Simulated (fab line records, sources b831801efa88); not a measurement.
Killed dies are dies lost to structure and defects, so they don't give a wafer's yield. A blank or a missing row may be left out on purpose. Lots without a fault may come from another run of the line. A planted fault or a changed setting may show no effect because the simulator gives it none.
fab line records | flow gf180mcu
record lots=5 wafers=15 last_day=34
route steps=602 shown NSD@236 PSD@248
lots that met no fault: from a run of the same line without faults
start_h: hours from the record's first day to the start of the lot's first wafer shown | wait_h: hours since the lot's step before | " the same as in the row above | L1.1+2: a row that stands for several wafers | - no value, or no start given | * or withheld: withheld | < > ~ a bound
route shown NAME@n: a module of which the file shows steps, and the number in the route of the first | usual: mean/standard deviation of fault-free wafers | same: alike in all rows | chamber/n: place in a boat | sites: the reading at each site | _std_site: their standard deviation | _edge_site: outer sites' mean less inner sites' | radius_mm: how far each site lies from the wafer's centre | mask NAME#n: copy n | behind: the tool/chamber that last shaped the wafer | hold: why the lot was held/for how many hours/how that ended | device: the transistor (n, p or np) that didn't switch | end of line: the same wafers' tests at the end of the route | a step without rows: its recipe alone | killed: dies lost to structure and defects at the first sort, not the wafer's yield | map: a wafer's dies, x killed, . not, _ none there
set.NAME: the setting as run; set.NAME@STEP: as run at that earlier step | model.NAME: the simulator's own value behind a step, which no gauge read
lots at some steps of the route; a table a step, a row a wafer
services: from which hour (start_h, from the record's first day; less than 0 if before it) a tool's chamber was out of use, for how many hours, and why
## steps
# step GF_NSD_HMDS_01
# recipe prime_time_s=60 prime_temp_c=120
# columns lot.wafer tool chamber start_h wait_h
L076.1+2+4 litho_track-03 0 302.40 0.1
L077.2+4+6 litho_track-03 0 305.53 0.1
L086.3+4+6 litho_track-02 0 386.72 0.1
L094.1+3+6 litho_track-03 0 450.60 0.1
L097.1+2+3 litho_track-02 0 469.97 0.1
# step GF_NSD_COAT_02
# recipe resist=NOVOLAK spin_rpm=3000 resist_thk_nm=1000
# columns lot.wafer tool chamber start_h wait_h
L076.1+2+4 litho_track-03 0 302.55 0.1
L077.2+4+6 litho_track-03 0 305.68 0.1
L086.3+4+6 litho_track-02 0 386.87 0.1
L094.1+3+6 litho_track-03 0 450.75 0.1
L097.1+2+3 litho_track-02 0 470.12 0.1
# step GF_NSD_SOFTBAKE_03
# recipe temp_c=90 time_s=60 resist=NOVOLAK
# columns lot.wafer tool chamber start_h wait_h
L076.1+2+4 litho_track-03 0 302.70 0.1
L077.2+4+6 litho_track-03 0 305.83 0.1
L086.3+4+6 litho_track-02 0 387.02 0.1
L094.1+3+6 litho_track-03 0 450.90 0.1
L097.1+2+3 litho_track-02 0 470.27 0.1
# step GF_NSD_EXPOSE_04
# recipe mask_id=Nplus target_cd_nm=400 na=0.6 source_shape=conventional sigma_outer=0.6 dose_mj=140
# usual stage_vel_mm_s=500.01/0.27
# columns lot.wafer tool chamber start_h wait_h mask stage_vel_mm_s
L076.1 iline_stepper-02 0 - - Nplus#0 499.91
L076.2 " 0 " " Nplus#0 500.03
L076.4 " 0 " " Nplus#0 499.88
L077.2 iline_stepper-02 0 - - Nplus#0 500.64
L077.4 " 0 " " Nplus#0 500.22
L077.6 " 0 " " Nplus#0 500.28
L086.3 iline_stepper-02 0 - - Nplus#0 499.98
L086.4 " 0 " " Nplus#0 499.91
L086.6 " 0 " " Nplus#0 500.33
L094.1 iline_stepper-02 0 - - Nplus#0 500.15
L094.3 " 0 " " Nplus#0 499.92
L094.6 " 0 " " Nplus#0 500.03
L097.1 iline_stepper-01 0 - - Nplus#0 500.52
L097.2 " 0 " " Nplus#0 499.94
L097.3 " 0 " " Nplus#0 500.18
# step GF_NSD_PEB_05
# recipe temp_c=withheld time_s=* resist=NOVOLAK
# columns lot.wafer tool chamber start_h wait_h
L076.1+2+4 litho_track-02 0 - -
L077.2+4+6 litho_track-03 0 - -
L086.3+4+6 litho_track-02 0 - -
L094.1+3+6 litho_track-02 0 - -
L097.1+2+3 litho_track-04 0 - -
# step GF_NSD_DEVELOP_06
# recipe develop_time_s=60 dev_temp_c=23
# columns lot.wafer tool chamber start_h wait_h
L076.1+2+4 litho_track-02 0 312.62 0.1
L077.2+4+6 litho_track-03 0 316.48 0.1
L086.3+4+6 litho_track-02 0 398.32 0.1
L094.1+3+6 litho_track-02 0 462.62 0.1
L097.1+2+3 litho_track-04 0 481.37 0.1
# step GF_NSD_CD_MEAS_07
# recipe target_cd_nm=400
# usual cd_nm=399.6/2.4
# columns lot.wafer tool chamber start_h wait_h cd_nm
L076.1 cd_sem-01 - 312.77 0.1 399.4
L076.2 " - " " 400.3
L076.4 " - " " 399.4
L077.2 cd_sem-01 - 316.62 0.1 396.2
L077.4 " - " " 396.9
L077.6 " - " " 398.3
L086.3 cd_sem-01 - 398.56 0.2 400.5
L086.4 " - " " 399.4
L086.6 " - " " 397.9
L094.1 cd_sem-02 - 462.77 0.1 394.1
L094.3 " - " " 396.4
L094.6 " - " " 395.5
L097.1 cd_sem-02 - 481.52 0.1 401.2
L097.2 " - " " 402.6
L097.3 " - " " 401.7
# step GF_NSD_OVL_MEAS_08
# usual NSD_OVL=1.5/1.2
# columns lot.wafer tool chamber start_h wait_h NSD_OVL[nm]
L076.1 overlay-02 - 312.89 0.1 1.2
L076.2 " - " " 0.3
L076.4 " - " " 2.3
L077.2 overlay-02 - 316.73 0.1 1.7
L077.4 " - " " 0.7
L077.6 " - " " 0.2
L086.3 overlay-01 - 398.66 0.1 1.6
L086.4 " - " " 1.9
L086.6 " - " " 3.3
L094.1 overlay-01 - 462.89 0.1 2.6
L094.3 " - " " 2.7
L094.6 " - " " 2.5
L097.1 overlay-02 - 481.64 0.1 -0.5
L097.2 " - " " 0.7
L097.3 " - " " 0.4
# step GF_NSD_IMPLANT_09
# recipe species=As energy_kev=58.36 dose_cm2=4e+15 tilt_deg=7
# usual beam_on_s=17.6/0.94 end_station_pressure_torr=1.36e-05/9.2e-07
# columns lot.wafer tool chamber start_h wait_h beam_on_s end_station_pressure_torr
L076.1 implanter-02 0 312.93 0.0 16.2 1.45e-05
L076.2 " 0 " " 16.7 1.37e-05
L076.4 " 0 " " 16.5 1.45e-05
L077.2 implanter-04 0 316.79 0.0 18.4 1.28e-05
L077.4 " 0 " " 18.3 1.37e-05
L077.6 " 0 " " 18.0 1.43e-05
L086.3 implanter-02 0 398.73 0.1 16.3 1.38e-05
L086.4 " 0 " " 16.5 1.47e-05
L086.6 " 0 " " 16.6 1.4e-05
L094.1 implanter-02 0 462.92 0.0 16.7 1.36e-05
L094.3 " 0 " " 16.6 1.54e-05
L094.6 " 0 " " 16.7 1.34e-05
L097.1 implanter-02 0 481.68 0.0 16.5 1.39e-05
L097.2 " 0 " " 16.6 1.42e-05
L097.3 " 0 " " 16.6 1.36e-05
# step GF_NSD_IMPLANT_10
# recipe species=P energy_kev=40 dose_cm2=5e+14 tilt_deg=7
# usual beam_on_s=10.01/0.22 end_station_pressure_torr=7.2e-06/3.8e-07
# columns lot.wafer tool chamber start_h wait_h beam_on_s end_station_pressure_torr
L076.1 implanter-02 0 313.08 0.1 10.19 6.5e-06
L076.2 " 0 " " 10.08 7.3e-06
L076.4 " 0 " " 10.28 6.9e-06
L077.2 implanter-04 0 316.94 0.1 10.11 7.5e-06
L077.4 " 0 " " 10.16 7.4e-06
L077.6 " 0 " " 10.15 6.5e-06
L086.3 implanter-02 0 398.88 0.1 10.04 6.3e-06
L086.4 " 0 " " 10.08 7.5e-06
L086.6 " 0 " " 10.00 7.5e-06
L094.1 implanter-02 0 463.07 0.1 10.32 6.7e-06
L094.3 " 0 " " 9.93 7.5e-06
L094.6 " 0 " " 9.91 7e-06
L097.1 implanter-02 0 481.83 0.1 10.18 7.5e-06
L097.2 " 0 " " 10.25 6.8e-06
L097.3 " 0 " " 9.90 6.9e-06
# step GF_NSD_STRIP_11
# recipe chemistry=O2/N2 power_w=1400 pressure_mtorr=1500 platen_temp_c=250 o2_flow_sccm=3000 n2_flow_sccm=300 overash_fraction=0.5
# usual chamber_pressure_mTorr=1500.0/1.4 drypump_motor_current_A=5.77/0.24 heater_power_w=367/20 oes_product_au=0.489/0.0042 strip_time_to_endpoint_s=22.75/0.044
# same overash_fraction=0.5
# columns lot.wafer tool chamber start_h wait_h chamber_pressure_mTorr drypump_motor_current_A heater_power_w oes_product_au rf_hours_counter_h strip_time_to_endpoint_s
L076.1 plasma_asher-03 1 313.23 0.1 1499.5 6.08 352 0.485 70 22.77
L076.2 " 0 " " 1498.0 5.58 377 0.487 70 22.82
L076.4 " 1 " " 1496.3 6.06 362 0.482 - 22.81
L077.2 plasma_asher-02 1 317.06 0.1 1500.1 6.11 344 0.492 54 22.79
L077.4 " 1 " " 1499.3 6.08 333 0.493 - 22.79
L077.6 " 0 " " 1499.6 5.39 360 0.496 - 22.78
L086.3 plasma_asher-03 1 399.01 0.1 1499.6 6.05 353 0.486 - 22.76
L086.4 " 0 " " 1500.5 5.54 365 0.478 - 22.73
L086.6 " 0 " " 1496.8 5.56 362 0.492 - 22.71
L094.1 plasma_asher-02 0 463.22 0.1 1498.2 5.40 371 0.494 69 22.80
L094.3 " 0 " " 1501.3 5.41 370 0.490 - 22.80
L094.6 " 1 " " 1500.3 6.05 335 0.491 - 22.80
L097.1 plasma_asher-03 0 481.98 0.1 1499.1 5.61 365 0.485 89 22.64
L097.2 " 1 " " 1500.0 6.08 359 0.489 89 22.69
L097.3 " 0 " " 1500.7 5.57 369 0.487 - 22.69
# step GF_NSD_TW_MEAS_12
# usual NSD_TW=4214/22
# columns lot.wafer tool chamber start_h wait_h NSD_TW
L076.1 film_metro-04 - 313.33 0.1 4223
L076.2 " - " " 4210
L076.4 " - " " 4266
L077.2 film_metro-01 - 317.17 0.1 4215
L077.4 " - " " 4220
L077.6 " - " " 4220
L086.3 film_metro-02 - 399.10 0.1 4194
L086.4 " - " " 4182
L086.6 " - " " 4181
L094.1 film_metro-02 - 463.32 0.1 4212
L094.3 " - " " 4227
L094.6 " - " " 4221
L097.1 film_metro-01 - 482.08 0.1 4230
L097.2 " - " " 4209
L097.3 " - " " 4219
# step GF_PSD_DEHYDRATE_00
# recipe temp_c=200 time_s=60
# columns lot.wafer tool chamber start_h wait_h
L076.1+2+4 litho_track-02 0 323.42 10.1
L077.2+4+6 litho_track-03 0 326.83 9.6
L086.3+4+6 litho_track-03 0 410.05 10.9
L094.1+3+6 litho_track-02 0 475.22 11.9
L097.1+2+3 litho_track-03 0 493.70 11.6
# step GF_PSD_HMDS_01
# recipe prime_time_s=60 prime_temp_c=120
# columns lot.wafer tool chamber start_h wait_h
L076.1+2+4 litho_track-02 0 323.57 0.1
L077.2+4+6 litho_track-03 0 326.98 0.1
L086.3+4+6 litho_track-03 0 410.20 0.1
L094.1+3+6 litho_track-02 0 475.37 0.1
L097.1+2+3 litho_track-03 0 493.85 0.1
## services
# columns tool chamber start_h hours kind
implanter-02 - 278.55 4.1 pm
iline_stepper-01 - 286.40 33.8 repair
implanter-04 - 311.88 2.4 repair
implanter-04 - 317.40 4.0 repair
iline_stepper-01 - 331.40 19.1 repair
iline_stepper-02 0 342.95 - calibration
implanter-04 - 354.28 3.9 pm
implanter-02 - 361.64 1.4 repair
litho_track-02 - 361.68 - consumable_replace:filter
plasma_asher-02 - 373.79 15.6 pm
litho_track-04 - 392.64 - consumable_replace:filter
iline_stepper-02 - 434.53 1.7 pm
implanter-02 - 435.73 22.9 repair
iline_stepper-01 - 454.80 1.7 pm
iline_stepper-01 0 476.62 - calibration
implanter-04 - 480.41 6.3 repair
## key
fault none
